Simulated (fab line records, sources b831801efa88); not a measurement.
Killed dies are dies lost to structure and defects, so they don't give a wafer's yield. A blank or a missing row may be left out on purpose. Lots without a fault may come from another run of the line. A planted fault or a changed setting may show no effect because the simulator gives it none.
Which tool did it? | flow sky130 | 6 lots, 18 wafers sampled, at 2 steps of a route of 708

WHAT THE GAUGES READ, wafer by wafer
SKY_LI_CONTACT_RS_MEAS_22: measures by four-point-probe.
lot  | measured     | on            | LI_CONTACT_W_RS (ohm/sq)
L576 | day 29 19:45 | film_metro-03 | 0.2895 0.2846 0.2875
L582 | day 31 12:25 | film_metro-01 | 0.2857 0.2824 0.2850
L587 | day 33 08:47 | film_metro-01 | 0.2874 0.2891 0.2890
L594 | day 36 03:58 | film_metro-02 | 0.2875 0.2854 0.2869
L595 | day 36 07:51 | film_metro-02 | 0.2882 0.2883 0.2902
L598 | day 37 08:01 | film_metro-03 | 0.2887 0.2852 0.2892

WHICH TOOL RAN EACH LOT (tool, then ch and the chambers of the sampled wafers, then the start)
lot  | SKY_LI_CONTACT_SPUTTER_19
L576 | pvd_sputter-01, day 29 19:29
L582 | pvd_sputter-03, day 31 12:08
L587 | pvd_sputter-01, day 33 08:32
L594 | pvd_sputter-04, day 36 03:42
L595 | pvd_sputter-04, day 36 07:34
L598 | pvd_sputter-01, day 37 07:41
- SKY_LI_CONTACT_SPUTTER_19: material Ti, target thk 20 nm, time 106.37 s.

THE ANSWER, worked out from the rows above alone
Rule: what is usual is taken from the lots themselves. Put in order of their means at a reading, lots are off if they are a third of the lots or fewer, leave a main group of 4 or more, and stand apart from it by a gap of 3 or more times the standard deviation of the main group's means; of several such gaps the widest counts. A main group whose means are all the same, to the digits that the tables above print for the reading, isn't used. A lot without any number at a reading at which 4 lots or more have one is off too. The other lots that the step has rows for count as sound.
No lot is off at any reading shown: from this, nothing can be told.

WHAT THE SIMULATOR HAD PUT IN
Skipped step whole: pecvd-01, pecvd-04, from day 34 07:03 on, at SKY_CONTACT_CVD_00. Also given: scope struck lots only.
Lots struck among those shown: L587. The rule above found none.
